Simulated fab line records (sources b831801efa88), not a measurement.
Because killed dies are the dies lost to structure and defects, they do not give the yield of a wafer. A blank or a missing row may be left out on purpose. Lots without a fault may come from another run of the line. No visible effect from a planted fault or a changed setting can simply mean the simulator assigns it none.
What tool caused it?	flow sky130	14 lots with 42 wafers sampled at 6 steps, on a route of 708 steps

== WHAT EACH GAUGE READ, for each wafer ==
SKY_FIELD_ISO_THK_MEAS_25.
lot	measured	on	FIELD_ISO_CVD_24_THK (nm)
L786	day 2 07:29	film_metro-04	594 594 591
L787	day 2 16:02	film_metro-02	581 578 588
L788	day 2 19:19	film_metro-04	590 597 597
L790	day 3 08:04	film_metro-02	597 595 600
L791	day 3 11:59	film_metro-01	602 600 599
L792	day 3 17:35	film_metro-02	603 601 593
L793	day 3 21:38	film_metro-02	604 597 603
L794	day 4 02:34	film_metro-02	601 604 595
L795	day 4 05:42	film_metro-04	597 594 595
L797	day 4 16:06	film_metro-04	596 585 579
L801	day 5 14:23	film_metro-01	595 591 583
L802	day 5 18:31	film_metro-01	589 581 592
L808	day 7 01:20	film_metro-02	593 592 591
L809	day 7 07:07	film_metro-04	598 600 600

SKY_LDD_N_TW_MEAS_17.
lot	measured	on	LDD_N_TW
L786	day 18 02:02	film_metro-04	2563 2570 2568
L787	day 18 11:28	film_metro-01	2585 2581 2577
L788	day 18 20:26	film_metro-02	2590 2600 2608
L790	day 19 07:55	film_metro-02	2594 2584 2585
L791	day 19 20:26	film_metro-04	2588 2581 2586
L792	day 20 02:20	film_metro-02	2592 2608 2601
L793	day 20 16:17	film_metro-02	2596 2596 2597
L794	day 21 01:07	film_metro-04	2577 2573 2580
L795	day 21 03:12	film_metro-04	2589 2566 2577
L797	day 21 19:46	film_metro-01	2561 2556 2569
L801	day 23 15:53	film_metro-02	2432 2441 2433
L802	day 23 19:41	film_metro-02	2432 2434 2433
L808	day 25 16:56	film_metro-04	2586 2558 2564
L809	day 26 02:28	film_metro-04	2571 2574 2578

SKY_METAL1_RS_MEAS_05: measurement is done with a four-point probe.
lot	measured	on	METAL1_ALCU_RS (ohm/sq)
L786	day 31 23:37	film_metro-02	0.1308 0.1279 0.1288
L787	day 32 07:18	film_metro-02	0.1271 0.1289 0.1259
L788	day 32 14:38	film_metro-04	0.1266 0.1283 0.1271
L790	day 33 01:16	film_metro-04	0.1294 0.1293 0.1299
L791	day 33 10:14	film_metro-04	0.1287 0.1275 0.1272
L792	day 33 18:56	film_metro-03	0.1284 0.1293 0.1282
L793	day 34 06:56	film_metro-02	0.1287 0.1262 0.1281
L794	day 34 12:35	film_metro-02	0.1242 0.1265 0.1244
L795	day 34 13:53	film_metro-02	0.1268 0.1264 0.1262
L797	day 35 03:43	film_metro-03	0.1267 0.1286 0.1268
L808	day 38 13:40	film_metro-02	0.1282 0.1284 0.1286
L809	day 38 18:58	film_metro-02	0.1287 0.1279 0.1273

SKY_METAL1_THK_MEAS_06: measures by xrf.
lot	measured	on	METAL1_ALCU_THK (nm)
L786	day 31 23:44	film_metro-02	244 249 249
L787	day 32 07:25	film_metro-02	249 247 252
L788	day 32 14:44	film_metro-04	248 246 248
L790	day 33 01:23	film_metro-04	242 244 241
L791	day 33 10:20	film_metro-04	246 247 249
L792	day 33 19:02	film_metro-03	246 245 247
L793	day 34 07:03	film_metro-02	246 253 248
L794	day 34 12:41	film_metro-02	256 252 256
L795	day 34 14:01	film_metro-02	252 253 253
L797	day 35 03:50	film_metro-03	251 246 251
L808	day 38 13:46	film_metro-02	246 246 247
L809	day 38 19:05	film_metro-02	247 248 248

== EACH LOT AND THE TOOL THAT RAN IT (in order: tool; ch and the chambers of the sampled wafers; start) ==
lot	SKY_LDD_N_IMPLANT_08	SKY_LDD_N_STRIP_16
L786	implanter-03 ch 0, day 18 00:44	plasma_asher-04 ch 0,1, day 18 01:56
L787	implanter-03 ch 0, day 18 10:10	plasma_asher-02 ch 0,1, day 18 11:22
L788	implanter-03 ch 0, day 18 19:10	plasma_asher-04 ch 0,1, day 18 20:22
L790	implanter-03 ch 0, day 19 06:38	plasma_asher-04 ch 1, day 19 07:49
L791	implanter-03 ch 0, day 19 19:10	plasma_asher-02 ch 0,1, day 19 20:20
L792	implanter-04 ch 0, day 20 01:04	plasma_asher-02 ch 0,1, day 20 02:16
L793	implanter-04 ch 0, day 20 15:00	plasma_asher-02 ch 0,1, day 20 16:10
L794	implanter-04 ch 0, day 20 23:50	plasma_asher-02 ch 0, day 21 01:01
L795	implanter-04 ch 0, day 21 01:54	plasma_asher-02 ch 1, day 21 03:06
L797	implanter-03 ch 0, day 21 18:28	plasma_asher-03 ch 0,1, day 21 19:40
L801	implanter-02, day 23 14:38	plasma_asher-03 ch 0,1, day 23 15:47
L802	implanter-03, day 23 18:25	plasma_asher-04 ch 0,1, day 23 19:35
L808	implanter-02 ch 0, day 25 15:40	plasma_asher-03 ch 0,1, day 25 16:50
L809	implanter-04 ch 0, day 26 01:10	plasma_asher-04 ch 0,1, day 26 02:22
- SKY_LDD_N_IMPLANT_08
- SKY_LDD_N_STRIP_16: strips in O2/N2.

== WHAT THE TOOLS THEMSELVES READ (means of the sampled wafers that have a number; where no wafer has one, the mark that the record gives instead) ==
SKY_LDD_N_IMPLANT_08.
lot	tool	beam_energy_keV	beam_on_s (s)
L786	implanter-03	20.007	9.96
L787	implanter-03	20.002	9.78
L788	implanter-03	20.007	9.92
L790	implanter-03	19.997	9.98
L791	implanter-03	20.002	10.11
L792	implanter-04	20.007	10.04
L793	implanter-04	20.003	10.00
L794	implanter-04	20.007	9.95
L795	implanter-04	20.003	10.27
L797	implanter-03	20.001	9.96
L801	implanter-02	-	-
L802	implanter-03	-	-
L808	implanter-02	19.997	9.98
L809	implanter-04	19.995	9.92

SKY_LDD_N_STRIP_16.
lot	tool	drypump_motor_current_A (A)	oes_product_au (a.u.)	strip_time_to_endpoint_s (s)
L786	plasma_asher-04	5.80	0.405	4.326
L787	plasma_asher-02	5.45	0.411	4.310
L788	plasma_asher-04	5.81	0.403	4.318
L790	plasma_asher-04	5.84	0.400	4.310
L791	plasma_asher-02	5.62	0.409	4.327
L792	plasma_asher-02	5.61	0.409	4.308
L793	plasma_asher-02	5.61	0.404	4.315
L794	plasma_asher-02	5.76	0.404	4.330
L795	plasma_asher-02	5.33	0.409	4.317
L797	plasma_asher-03	6.04	0.409	4.313
L801	plasma_asher-03	6.04	0.404	4.143
L802	plasma_asher-04	5.79	0.408	4.132
L808	plasma_asher-03	6.05	0.407	4.330
L809	plasma_asher-04	5.80	0.408	4.305

== THE ANSWER, worked out from the rows above alone ==
Rule: usual is defined by the lots themselves. Put in order of their means at a reading, lots are off if they are a third of the lots or fewer, leave a main group of 4 or more, and stand apart from it by a gap of 3 or more times the standard deviation of the main group's means; of several such gaps the widest counts. The tables above print the reading to a certain number of digits; a main group whose means all agree to those digits is not used. A lot without any number at a reading at which 4 lots or more have one is off too. Any other lot the step has rows for is counted as sound. First the gauges in route order, then the tools' own readings, where a lot's mean is used as printed above. The first step at which some lot is off is used, and at that step the reading that is off furthest; a lot without a number counts as furthest.
Off: at SKY_LDD_N_TW_MEAS_17 (LDD_N_TW), L801, L802. For the main group the mean is 2581 and the standard deviation 12.
If a tool, at a process step before that reading, ran all the lots that are off and no sound lot after the first of them, it fits. The gauges at SKY_LDD_N_TW_MEAS_17 aren't tried: what is off there is off at SKY_LDD_N_IMPLANT_08 too, on other tools, and a gauge's error can't cause that. None of those tried fits.

== WHAT THE SIMULATOR PUT IN ==
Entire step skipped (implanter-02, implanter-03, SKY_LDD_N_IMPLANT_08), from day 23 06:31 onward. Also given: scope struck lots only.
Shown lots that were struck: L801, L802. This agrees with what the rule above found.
